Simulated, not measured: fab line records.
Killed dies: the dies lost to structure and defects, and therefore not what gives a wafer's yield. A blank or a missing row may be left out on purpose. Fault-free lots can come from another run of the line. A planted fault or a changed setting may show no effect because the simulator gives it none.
fab line records	flow sky130
record: lots: 24	wafers: 72	last_day: 50
route steps=708 shown NWELL@79 VT_ADJUST_HVTR@138 SONOS_ONO@182 LDD_HVP@288 LDD_LDN@301
lots with no fault: from the same line, run without faults
start_h: hours from the record's first day to the start of the lot's first wafer shown	wait_h: hours since the lot's step before	" repeats the value in the row above	L1.1+2: a row that stands for several wafers	- either no value or no given start	* or withheld: withheld	< > ~ a bound
route shown NAME@n: NAME is a module with steps in the file, n the number in the route of the first one	usual: average and standard deviation across the fault-free wafers	same: alike in all rows	chamber/n: place in a boat	sites: each site's reading	_std_site: their standard deviation	_edge_site: outer sites' mean less inner sites'	radius_mm: how far each site lies from the wafer's centre	mask NAME#n: copy n	behind: the tool/chamber that last shaped the wafer	hold: why the lot was held/for how many hours/how that ended	device: names the non-switching transistor (n, p or np)	end of line: the same wafers' tests at the end of the route	step lacking rows: just its recipe	killed: dies lost to structure and defects at the first sort, not the wafer's yield	map: a wafer's dies, marking killed ones x, the rest . and places with no die _
set.NAME: the run value of the setting; set.NAME@STEP: its run value at that earlier step	model.NAME: the simulator's own value behind a step, which no gauge read
steps of the route over a sample of lots; a table a step, a row a wafer
services: from which hour (start_h, from the record's first day; less than 0 if before it) a tool's chamber was out of use, for how many hours, and why
== steps ==
step: SKY_NWELL_TW_MEAS_26
usual: NWELL_2_TW: 495.5/2.1
lot.wafer	tool	chamber	start_h	wait_h	NWELL_2_TW
L074.2	film_metro-03	-	102.98	0.1	498.9
L074.3	"	-	"	"	493.6
L074.4	"	-	"	"	496.0
L075.1	film_metro-02	-	109.42	0.1	497.1
L075.4	"	-	"	"	497.7
L075.5	"	-	"	"	499.4
L076.2	film_metro-03	-	115.28	0.1	493.0
L076.3	"	-	"	"	492.3
L076.6	"	-	"	"	492.5
L077.1	film_metro-03	-	122.47	0.1	493.3
L077.4	"	-	"	"	492.7
L077.5	"	-	"	"	494.9
L078.1	film_metro-02	-	126.15	0.1	494.7
L078.4	"	-	"	"	495.9
L078.6	"	-	"	"	494.5
L079.2	film_metro-02	-	132.22	0.1	493.0
L079.4	"	-	"	"	498.1
L079.6	"	-	"	"	496.2
L080.3	film_metro-04	-	137.92	0.1	499.0
L080.5	"	-	"	"	498.3
L080.6	"	-	"	"	494.8
L081.1	film_metro-04	-	145.30	0.1	497.3
L081.3	"	-	"	"	501.6
L081.5	"	-	"	"	498.6
L082.1	film_metro-02	-	151.41	0.1	495.1
L082.3	"	-	"	"	492.1
L082.6	"	-	"	"	496.3
L083.1	film_metro-02	-	156.45	0.1	494.1
L083.2	"	-	"	"	494.3
L083.6	"	-	"	"	492.5
L084.1	film_metro-04	-	164.35	0.1	497.2
L084.3	"	-	"	"	498.1
L084.6	"	-	"	"	495.1
L085.1	film_metro-04	-	168.50	0.1	497.6
L085.4	"	-	"	"	493.3
L085.6	"	-	"	"	497.4
L086.1	film_metro-02	-	174.46	0.1	493.1
L086.3	"	-	"	"	495.2
L086.6	"	-	"	"	493.8
L087.1	film_metro-02	-	182.17	0.1	496.9
L087.2	"	-	"	"	497.3
L087.5	"	-	"	"	492.8
L088.2	film_metro-04	-	191.32	0.1	497.6
L088.5	"	-	"	"	497.1
L088.6	"	-	"	"	496.8
L089.2	film_metro-02	-	198.12	0.1	491.9
L089.4	"	-	"	"	492.7
L089.6	"	-	"	"	493.8
L090.1	film_metro-04	-	200.05	0.1	497.9
L090.2	"	-	"	"	497.0
L090.5	"	-	"	"	498.8
L091.1	film_metro-02	-	205.67	0.1	494.1
L091.2	"	-	"	"	492.0
L091.5	"	-	"	"	493.8
L092.1	film_metro-03	-	210.40	0.1	496.1
L092.3	"	-	"	"	493.2
L092.6	"	-	"	"	494.2
L093.1	film_metro-04	-	218.80	0.1	495.5
L093.3	"	-	"	"	496.5
L093.4	"	-	"	"	499.0
L094.3	film_metro-03	-	223.18	0.1	495.8
L094.4	"	-	"	"	492.2
L094.6	"	-	"	"	491.4
L095.4	film_metro-04	-	228.85	0.1	496.3
L095.5	"	-	"	"	496.9
L095.6	"	-	"	"	497.3
L096.1	film_metro-04	-	235.40	0.1	495.1
L096.2	"	-	"	"	495.2
L096.3	"	-	"	"	493.5
L097.3	film_metro-03	-	243.14	0.1	496.7
L097.5	"	-	"	"	497.1
L097.6	"	-	"	"	495.5
step: SKY_VT_ADJUST_HVTR_CD_MEAS_07
recipe: target_cd_nm: 380
usual: cd_nm: 381.6/2.5
lot.wafer	tool	chamber	start_h	wait_h	cd_nm
L074.2	cd_sem-02	-	200.30	0.1	382.7
L074.3	"	-	"	"	380.5
L074.4	"	-	"	"	380.6
L075.1	cd_sem-01	-	215.08	0.1	385.7
L075.4	"	-	"	"	385.1
L075.5	"	-	"	"	384.9
L076.2	cd_sem-01	-	215.22	0.2	374.7
L076.3	"	-	"	"	378.0
L076.6	"	-	"	"	378.0
L077.1	cd_sem-01	-	225.38	0.1	383.0
L077.4	"	-	"	"	381.6
L077.5	"	-	"	"	383.2
L078.1	cd_sem-01	-	231.52	0.1	384.5
L078.4	"	-	"	"	383.8
L078.6	"	-	"	"	386.1
L079.2	cd_sem-01	-	237.00	0.1	385.1
L079.4	"	-	"	"	382.7
L079.6	"	-	"	"	381.0
L080.3	cd_sem-01	-	242.50	0.1	380.6
L080.5	"	-	"	"	381.5
L080.6	"	-	"	"	382.8
L081.1	cd_sem-01	-	252.28	0.1	385.2
L081.3	"	-	"	"	380.3
L081.5	"	-	"	"	382.4
L082.1	cd_sem-02	-	257.87	0.1	381.5
L082.3	"	-	"	"	380.3
L082.6	"	-	"	"	382.5
L083.1	cd_sem-01	-	266.26	0.1	383.1
L083.2	"	-	"	"	384.0
L083.6	"	-	"	"	383.7
L084.1	cd_sem-01	-	275.66	0.1	380.0
L084.3	"	-	"	"	377.8
L084.6	"	-	"	"	380.3
L085.1	cd_sem-02	-	280.76	0.1	382.4
L085.4	"	-	"	"	381.3
L085.6	"	-	"	"	380.2
L086.1	cd_sem-02	-	285.93	0.1	375.9
L086.3	"	-	"	"	377.5
L086.6	"	-	"	"	377.1
L087.1	cd_sem-01	-	297.22	0.1	382.6
L087.2	"	-	"	"	380.1
L087.5	"	-	"	"	381.0
L088.2	cd_sem-02	-	307.40	0.1	381.7
L088.5	"	-	"	"	382.2
L088.6	"	-	"	"	382.7
L089.2	cd_sem-02	-	316.89	0.1	383.7
L089.4	"	-	"	"	383.3
L089.6	"	-	"	"	382.2
L090.1	cd_sem-01	-	318.76	0.1	383.9
L090.2	"	-	"	"	383.4
L090.5	"	-	"	"	383.5
L091.1	cd_sem-02	-	323.42	0.1	384.3
L091.2	"	-	"	"	381.3
L091.5	"	-	"	"	381.3
L092.1	cd_sem-01	-	331.18	0.1	379.2
L092.3	"	-	"	"	378.8
L092.6	"	-	"	"	380.6
L093.1	cd_sem-01	-	342.12	0.1	381.0
L093.3	"	-	"	"	383.8
L093.4	"	-	"	"	381.1
L094.3	cd_sem-01	-	346.50	0.1	382.0
L094.4	"	-	"	"	381.9
L094.6	"	-	"	"	381.8
L095.4	cd_sem-02	-	354.09	0.1	379.6
L095.5	"	-	"	"	374.5
L095.6	"	-	"	"	377.4
L096.1	cd_sem-02	-	361.26	0.1	383.0
L096.2	"	-	"	"	380.8
L096.3	"	-	"	"	379.8
L097.3	cd_sem-02	-	373.17	0.1	379.3
L097.5	"	-	"	"	382.0
L097.6	"	-	"	"	381.8
step: SKY_SONOS_ONO_OVL_MEAS_14
usual: SONOS_ONO_OVL: 0.2/1.6
lot.wafer	tool	chamber	start_h	wait_h	SONOS_ONO_OVL[nm]
L074.2	overlay-02	-	275.40	0.1	-0.6
L074.3	"	-	"	"	0.2
L074.4	"	-	"	"	-2.7
L075.1	overlay-02	-	290.89	0.1	1.0
L075.4	"	-	"	"	-0.5
L075.5	"	-	"	"	-3.9
L076.2	overlay-02	-	291.46	0.1	-1.9
L076.3	"	-	"	"	-0.3
L076.6	"	-	"	"	0.6
L077.1	overlay-02	-	304.33	0.1	2.0
L077.4	"	-	"	"	-0.1
L077.5	"	-	"	"	2.3
L078.1	overlay-02	-	313.44	0.1	0.7
L078.4	"	-	"	"	0.4
L078.6	"	-	"	"	-0.8
L079.2	overlay-02	-	316.70	0.1	0.6
L079.4	"	-	"	"	0.0
L079.6	"	-	"	"	-0.4
L080.3	overlay-02	-	324.71	0.1	-0.1
L080.5	"	-	"	"	-0.6
L080.6	"	-	"	"	1.4
L081.1	overlay-01	-	333.45	0.1	-0.8
L081.3	"	-	"	"	-0.9
L081.5	"	-	"	"	-2.6
L082.1	overlay-02	-	340.95	0.1	1.6
L082.3	"	-	"	"	1.3
L082.6	"	-	"	"	-0.2
L083.1	overlay-01	-	348.40	0.1	1.6
L083.2	"	-	"	"	1.9
L083.6	"	-	"	"	1.2
L084.1	overlay-02	-	362.44	0.1	0.7
L084.3	"	-	"	"	2.0
L084.6	"	-	"	"	1.2
L085.1	overlay-02	-	364.25	0.1	0.2
L085.4	"	-	"	"	-0.1
L085.6	"	-	"	"	-0.1
L086.1	overlay-02	-	378.60	0.1	1.2
L086.3	"	-	"	"	0.0
L086.6	"	-	"	"	-0.8
L087.1	overlay-01	-	387.45	0.1	-1.1
L087.2	"	-	"	"	-1.0
L087.5	"	-	"	"	-3.2
L088.2	overlay-02	-	394.54	0.1	1.6
L088.5	"	-	"	"	0.8
L088.6	"	-	"	"	0.4
L089.2	overlay-01	-	409.71	0.1	1.1
L089.4	"	-	"	"	0.3
L089.6	"	-	"	"	0.1
L090.1	overlay-02	-	409.95	0.1	0.8
L090.2	"	-	"	"	0.0
L090.5	"	-	"	"	-0.3
L091.1	overlay-02	-	414.95	0.1	3.4
L091.2	"	-	"	"	4.8
L091.5	"	-	"	"	4.1
L092.1	overlay-01	-	429.89	0.1	0.4
L092.3	"	-	"	"	2.0
L092.6	"	-	"	"	2.1
L093.1	overlay-01	-	440.85	0.1	0.2
L093.3	"	-	"	"	1.7
L093.4	"	-	"	"	1.5
L094.3	overlay-01	-	441.60	0.1	-0.2
L094.4	"	-	"	"	0.1
L094.6	"	-	"	"	0.0
L095.4	overlay-01	-	452.52	0.1	3.4
L095.5	"	-	"	"	-0.9
L095.6	"	-	"	"	1.2
L096.1	overlay-02	-	457.74	0.1	-0.1
L096.2	"	-	"	"	-0.5
L096.3	"	-	"	"	-0.9
L097.3	overlay-02	-	466.45	0.1	-1.1
L097.5	"	-	"	"	-0.4
L097.6	"	-	"	"	-2.4
step: SKY_SONOS_ONO_ETCH_15
recipe: target_depth_nm: 19.52	chemistry: CHF3/O2	source_w: 600	bias_w: 200	pressure_mtorr: 40	chf3_flow_sccm: 50	O2_flow_sccm: 5	time_s: 7.8
usual: chf3_flow_sccm: 49.98/0.16	drypump_motor_current_A: 5.3/0.34	oes_product_au: 1.000/0.011	throttle_valve_pct: 8.825/0.01
same: time_s: 7.8
lot.wafer	tool	chamber	start_h	wait_h	chf3_flow_sccm	drypump_motor_current_A	oes_product_au	rf_hours_counter_h	throttle_valve_pct
L074.2	rie_diel-01	0	275.43	0.0	49.77	5.8	1.006	84	8.830
L074.3	"	3	"	"	49.74	5.8	1.009	18	8.825
L074.4	"	2	"	"	50.09	5.1	0.988	104	8.837
L075.1	rie_diel-01	0	290.93	0.0	49.86	5.8	1.015	84	8.829
L075.4	"	3	"	"	49.82	5.9	1.005	18	8.808
L075.5	"	3	"	"	49.81	5.9	1.000	-	8.831
L076.2	rie_diel-03	1	291.49	0.0	49.86	5.5	0.994	117	8.822
L076.3	"	3	"	"	50.24	5.1	1.001	70	8.820
L076.6	"	2	"	"	49.92	5.2	0.996	-	8.828
L077.1	rie_diel-03	0	304.36	0.0	50.08	5.2	0.990	0	8.816
L077.4	"	2	"	"	50.11	5.2	0.989	60	8.821
L077.5	"	2	"	"	50.11	5.2	0.992	-	8.831
L078.1	rie_diel-03	0	313.48	0.0	49.97	5.2	1.001	0	8.842
L078.4	"	3	"	"	49.85	5.1	1.002	70	8.824
L078.6	"	3	"	"	49.93	5.2	1.008	-	8.824
L079.2	rie_diel-01	3	316.73	0.0	50.04	5.9	1.011	18	8.825
L079.4	"	2	"	"	50.02	5.1	0.991	105	8.825
L079.6	"	0	"	"	49.92	5.8	1.001	-	8.816
L080.3	rie_diel-01	1	324.74	0.0	49.88	5.5	0.996	95	8.823
L080.5	"	2	"	"	49.96	5.1	0.988	-	8.813
L080.6	"	1	"	"	49.82	5.5	1.005	-	8.861
L081.1	rie_diel-03	2	333.49	0.0	49.57	5.2	1.011	60	8.819
L081.3	"	3	"	"	49.66	5.1	1.004	71	8.831
L081.5	"	3	"	"	49.65	5.1	1.002	-	8.818
L082.1	rie_diel-03	2	340.99	0.0	50.18	5.2	0.997	61	8.833
L082.3	"	0	"	"	49.96	5.3	1.007	1	8.833
L082.6	"	3	"	"	49.91	5.2	0.990	-	8.826
L083.1	rie_diel-03	1	348.44	0.0	50.09	5.5	0.989	118	8.807
L083.2	"	3	"	"	50.04	5.2	0.997	71	8.832
L083.6	"	1	"	"	50.02	5.5	0.993	-	8.821
L084.1	rie_diel-01	0	362.47	0.0	49.86	5.8	1.014	85	8.825
L084.3	"	2	"	"	50.08	5.2	0.980	105	8.824
L084.6	"	1	"	"	49.83	5.5	1.021	-	8.842
L085.1	rie_diel-03	3	364.29	0.0	50.00	5.2	1.009	71	8.811
L085.4	"	2	"	"	50.09	5.2	1.007	-	8.809
L085.6	"	0	"	"	50.07	5.2	1.013	-	8.831
L086.1	rie_diel-02	2	378.64	0.0	49.94	5.9	1.023	5	8.812
L086.3	"	1	"	"	49.74	5.3	0.979	8	8.830
L086.6	"	3	"	"	49.96	4.7	1.002	-	8.819
L087.1	rie_diel-02	2	387.49	0.0	50.03	5.9	1.017	5	8.831
L087.2	"	0	"	"	49.78	4.7	0.985	2	8.822
L087.5	"	2	"	"	50.22	5.9	1.020	-	8.847
L088.2	rie_diel-03	0	394.57	0.0	50.03	5.3	1.004	2	8.821
L088.5	"	1	"	"	50.05	5.5	0.984	-	8.819
L088.6	"	0	"	"	50.04	5.2	1.014	-	8.807
L089.2	rie_diel-02	0	409.74	0.0	49.95	4.7	0.991	2	8.825
L089.4	"	2	"	"	50.23	5.9	1.036	5	8.842
L089.6	"	2	"	"	50.21	5.9	1.034	-	8.829
L090.1	rie_diel-01	0	409.99	0.0	50.00	5.8	0.992	86	8.814
L090.2	"	1	"	"	49.85	5.5	0.999	96	8.811
L090.5	"	3	"	"	49.75	5.9	1.006	-	8.838
L091.1	rie_diel-03	0	414.99	0.0	50.00	5.2	1.007	3	8.837
L091.2	"	2	"	"	49.73	5.1	1.000	62	8.831
L091.5	"	1	"	"	50.23	5.5	0.997	-	8.822
L092.1	rie_diel-02	0	429.92	0.0	49.85	4.7	1.001	3	8.809
L092.3	"	3	"	"	50.24	4.7	1.016	5	8.828
L092.6	"	0	"	"	49.73	4.7	0.994	-	8.826
L093.1	rie_diel-03	0	440.89	0.0	50.07	5.2	0.993	3	8.826
L093.3	"	3	"	"	50.13	5.1	0.987	73	8.819
L093.4	"	2	"	"	49.93	5.2	0.999	63	8.835
L094.3	rie_diel-02	1	441.62	0.0	50.00	5.3	0.974	9	8.816
L094.4	"	2	"	"	49.86	5.9	1.023	6	8.832
L094.6	"	1	"	"	49.89	5.3	0.984	-	8.811
L095.4	rie_diel-03	2	452.54	0.0	49.95	5.2	0.992	63	8.814
L095.5	"	1	"	"	49.99	5.5	0.993	-	8.822
L095.6	"	2	"	"	49.91	5.2	0.998	-	8.829
L096.1	rie_diel-03	3	457.77	0.0	49.76	5.2	0.991	73	8.829
L096.2	"	1	"	"	50.11	5.5	0.986	2	8.815
L096.3	"	0	"	"	50.02	5.2	1.007	3	8.808
L097.3	rie_diel-03	2	466.47	0.0	49.86	5.2	1.002	63	8.829
L097.5	"	2	"	"	49.92	5.2	0.991	-	8.819
L097.6	"	3	"	"	50.00	5.1	0.988	-	8.830
step: SKY_LDD_HVP_TW_MEAS_10
usual: LDD_HVP_TW: 456/4.1
lot.wafer	tool	chamber	start_h	wait_h	LDD_HVP_TW
L074.2	film_metro-04	-	497.76	0.1	459
L074.3	"	-	"	"	457
L074.4	"	-	"	"	458
L075.1	film_metro-03	-	512.00	0.1	451
L075.4	"	-	"	"	455
L075.5	"	-	"	"	452
L076.2	film_metro-04	-	513.26	0.1	460
L076.3	"	-	"	"	461
L076.6	"	-	"	"	460
L077.1	film_metro-04	-	527.87	0.1	460
L077.4	"	-	"	"	460
L077.5	"	-	"	"	459
L078.1	film_metro-03	-	528.17	0.1	455
L078.4	"	-	"	"	453
L078.6	"	-	"	"	454
L079.2	film_metro-01	-	537.51	0.1	452
L079.4	"	-	"	"	451
L079.6	"	-	"	"	452
L080.3	film_metro-04	-	547.07	0.1	454
L080.5	"	-	"	"	459
L080.6	"	-	"	"	457
L081.1	film_metro-01	-	555.22	0.1	451
L081.3	"	-	"	"	452
L081.5	"	-	"	"	455
L082.1	film_metro-04	-	561.02	0.1	455
L082.3	"	-	"	"	455
L082.6	"	-	"	"	456
L083.1	film_metro-01	-	575.42	0.1	450
L083.2	"	-	"	"	451
L083.6	"	-	"	"	453
L084.1	film_metro-01	-	588.50	0.1	450
L084.3	"	-	"	"	446
L084.6	"	-	"	"	449
L085.1	film_metro-01	-	590.07	0.1	451
L085.4	"	-	"	"	451
L085.6	"	-	"	"	451
L086.1	film_metro-01	-	608.07	0.1	459
L086.3	"	-	"	"	460
L086.6	"	-	"	"	458
L087.1	film_metro-04	-	616.75	0.1	456
L087.2	"	-	"	"	458
L087.5	"	-	"	"	459
L088.2	film_metro-04	-	620.56	0.1	460
L088.5	"	-	"	"	458
L088.6	"	-	"	"	456
L091.1	film_metro-04	-	634.75	0.1	458
L091.2	"	-	"	"	461
L091.5	"	-	"	"	459
L090.1	film_metro-04	-	635.55	0.1	459
L090.2	"	-	"	"	459
L090.5	"	-	"	"	458
L089.2	film_metro-03	-	636.28	0.1	451
L089.4	"	-	"	"	451
L089.6	"	-	"	"	451
L092.1	film_metro-01	-	666.40	0.1	463
L092.3	"	-	"	"	462
L092.6	"	-	"	"	463
L093.1	film_metro-04	-	669.11	0.1	458
L093.3	"	-	"	"	457
L093.4	"	-	"	"	454
L094.3	film_metro-03	-	669.42	0.1	453
L094.4	"	-	"	"	452
L094.6	"	-	"	"	456
L095.4	film_metro-01	-	670.78	0.1	460
L095.5	"	-	"	"	462
L095.6	"	-	"	"	463
L096.1	film_metro-04	-	675.19	0.1	454
L096.2	"	-	"	"	459
L096.3	"	-	"	"	457
L097.3	film_metro-04	-	679.82	0.1	461
L097.5	"	-	"	"	459
L097.6	"	-	"	"	460
step: SKY_LDD_LDN_STRIP_12
recipe: chemistry: O2/N2	power_w: 1400	pressure_mtorr: 1500	platen_temp_c: withheld	o2_flow_sccm: 3000	n2_flow_sccm: 300	overash_fraction: 0.5
usual: drypump_motor_current_A: 6.1/0.54	n2_flow_sccm: 300.0/0.88	oes_product_au: 0.716/0.0044	strip_time_to_endpoint_s: 14.19/0.05
same: overash_fraction: 0.5
lot.wafer	tool	chamber	start_h	wait_h	drypump_motor_current_A	n2_flow_sccm	oes_product_au	rf_hours_counter_h	strip_time_to_endpoint_s
L074.2	plasma_asher-02	1	528.82	0.1	5.5	301.4	0.717	9	14.16
L074.3	"	1	"	"	5.5	300.5	0.719	-	14.18
L074.4	"	0	"	"	6.8	300.5	0.722	-	14.21
L075.1	plasma_asher-01	0	542.30	0.1	5.4	299.8	0.716	45	14.25
L075.4	"	1	"	"	6.4	299.2	0.719	-	14.18
L075.5	"	0	"	"	5.4	299.4	0.710	-	14.16
L076.2	plasma_asher-04	1	544.72	0.1	5.8	301.0	0.720	72	14.20
L076.3	"	0	"	"	6.6	299.3	0.714	-	14.18
L076.6	"	1	"	"	5.8	300.1	0.721	-	14.19
L077.1	plasma_asher-02	1	558.22	0.1	5.5	300.0	0.726	12	14.16
L077.4	"	1	"	"	5.5	301.1	0.720	-	14.16
L077.5	"	1	"	"	5.5	301.0	0.712	-	14.17
L078.1	plasma_asher-04	0	558.87	0.1	6.5	301.0	0.715	73	14.17
L078.4	"	0	"	"	6.6	300.9	0.719	-	14.17
L078.6	"	0	"	"	6.6	298.8	0.713	-	14.12
L079.2	plasma_asher-02	0	568.45	0.1	6.8	300.6	0.716	13	14.18
L079.4	"	0	"	"	6.8	300.4	0.717	-	14.14
L079.6	"	1	"	"	5.5	300.0	0.719	-	14.19
L080.3	plasma_asher-02	1	577.94	0.1	5.5	299.2	0.724	-	14.28
L080.5	"	1	"	"	5.5	299.7	0.715	-	14.24
L080.6	"	0	"	"	6.8	301.1	0.717	-	14.29
L081.1	plasma_asher-04	1	585.82	0.1	5.8	301.7	0.719	76	14.27
L081.3	"	1	"	"	5.8	300.7	0.719	-	14.27
L081.5	"	0	"	"	6.5	300.0	0.710	-	14.24
L082.1	plasma_asher-04	1	591.52	0.1	5.8	298.2	0.707	76	14.11
L082.3	"	1	"	"	5.8	298.5	0.720	-	14.19
L082.6	"	0	"	"	6.6	300.1	0.721	-	14.13
L083.1	plasma_asher-01	1	605.47	0.1	6.4	300.4	0.716	51	14.17
L083.2	"	0	"	"	5.4	300.1	0.720	51	14.16
L083.6	"	0	"	"	5.4	301.0	0.720	-	14.15
L084.1	plasma_asher-04	0	617.62	0.1	6.6	301.7	0.719	79	14.21
L084.3	"	1	"	"	5.8	297.9	0.710	-	14.21
L084.6	"	0	"	"	6.6	300.5	0.725	-	14.21
L085.1	plasma_asher-02	1	619.47	0.1	5.5	300.7	0.713	18	14.21
L085.4	"	0	"	"	6.8	299.1	0.711	-	14.19
L085.6	"	1	"	"	5.5	299.4	0.711	-	14.14
L086.1	plasma_asher-04	0	636.00	0.1	6.6	299.9	0.716	80	14.16
L086.3	"	1	"	"	5.7	300.0	0.717	-	14.19
L086.6	"	1	"	"	5.8	299.3	0.713	-	14.17
L087.1	plasma_asher-04	0	644.37	0.1	6.5	300.0	0.717	81	14.22
L087.2	"	1	"	"	5.8	300.5	0.716	81	14.21
L087.5	"	1	"	"	5.8	298.9	0.722	-	14.22
L088.2	plasma_asher-01	0	648.26	0.1	5.4	299.0	0.715	55	14.23
L088.5	"	0	"	"	5.4	300.1	0.709	-	14.19
L088.6	"	1	"	"	6.4	301.2	0.714	-	14.27
L091.1	plasma_asher-04	0	662.97	0.1	6.6	300.8	0.718	83	14.13
L091.2	"	1	"	"	5.8	300.3	0.713	83	14.09
L091.5	"	1	"	"	5.8	300.1	0.709	-	14.18
L090.1	plasma_asher-02	1	664.33	0.1	5.6	299.4	0.720	23	14.09
L090.2	"	0	"	"	6.8	298.9	0.714	23	14.10
L090.5	"	1	"	"	5.5	299.7	0.709	-	14.11
L089.2	plasma_asher-02	1	664.93	0.1	5.5	299.5	0.723	23	14.30
L089.4	"	1	"	"	5.5	300.9	0.710	-	14.26
L089.6	"	0	"	"	6.8	300.5	0.721	-	14.27
L092.1	plasma_asher-01	1	694.97	0.1	6.4	300.0	0.717	59	14.18
L092.3	"	0	"	"	5.4	299.6	0.711	-	14.19
L092.6	"	0	"	"	5.3	299.2	0.716	-	14.22
L093.1	plasma_asher-01	1	697.11	0.1	6.4	299.7	0.712	59	14.12
L093.3	"	0	"	"	5.4	300.8	0.720	-	14.09
L093.4	"	1	"	"	6.4	300.5	0.715	-	14.18
L094.3	plasma_asher-02	0	697.45	0.1	6.7	298.9	0.718	-	14.19
L094.4	"	1	"	"	5.6	300.7	0.712	-	14.22
L094.6	"	0	"	"	6.7	299.7	0.717	-	14.23
L095.4	plasma_asher-02	1	698.55	0.1	5.6	301.0	0.713	-	14.12
L095.5	"	0	"	"	6.8	300.1	0.722	-	14.11
L095.6	"	1	"	"	5.5	300.3	0.716	-	14.12
L096.1	plasma_asher-02	1	702.51	0.1	5.5	300.5	0.713	27	14.20
L096.2	"	0	"	"	6.8	299.8	0.717	27	14.17
L096.3	"	1	"	"	5.5	300.1	0.713	-	14.20
L097.3	plasma_asher-04	1	708.25	0.1	5.7	300.9	0.712	-	14.21
L097.5	"	0	"	"	6.5	299.8	0.716	-	14.25
L097.6	"	1	"	"	5.7	299.5	0.711	-	14.28
== services ==
tool	chamber	start_h	hours	kind
rie_diel-03	0	255.61	12.3	repair
rie_diel-01	-	310.82	0.5	repair
rie_diel-01	-	349.11	0.2	repair
plasma_asher-04	-	370.86	3.6	repair
rie_diel-03	3	375.41	8.8	repair
rie_diel-01	1	375.64	10.5	repair
rie_diel-03	0	404.60	2.7	repair
rie_diel-03	-	411.19	0.4	repair
rie_diel-01	-	413.29	2.8	pm
rie_diel-03	0	420.99	1.6	repair
plasma_asher-02	-	421.32	9.0	pm
rie_diel-03	-	426.16	2.8	pm
rie_diel-01	3	462.20	4.2	repair
plasma_asher-02	-	472.70	11.5	repair
plasma_asher-02	-	481.57	3.6	repair
rie_diel-03	3	491.30	4.1	repair
plasma_asher-04	-	499.27	5.6	repair
rie_diel-01	-	512.35	0.7	repair
rie_diel-01	0	524.12	5.2	repair
rie_diel-03	0	525.63	3.9	repair
rie_diel-03	-	530.78	0.1	repair
plasma_asher-02	-	595.27	0.7	repair
plasma_asher-04	-	600.10	1.6	repair
plasma_asher-04	-	611.08	2.1	repair
== key ==
fault none
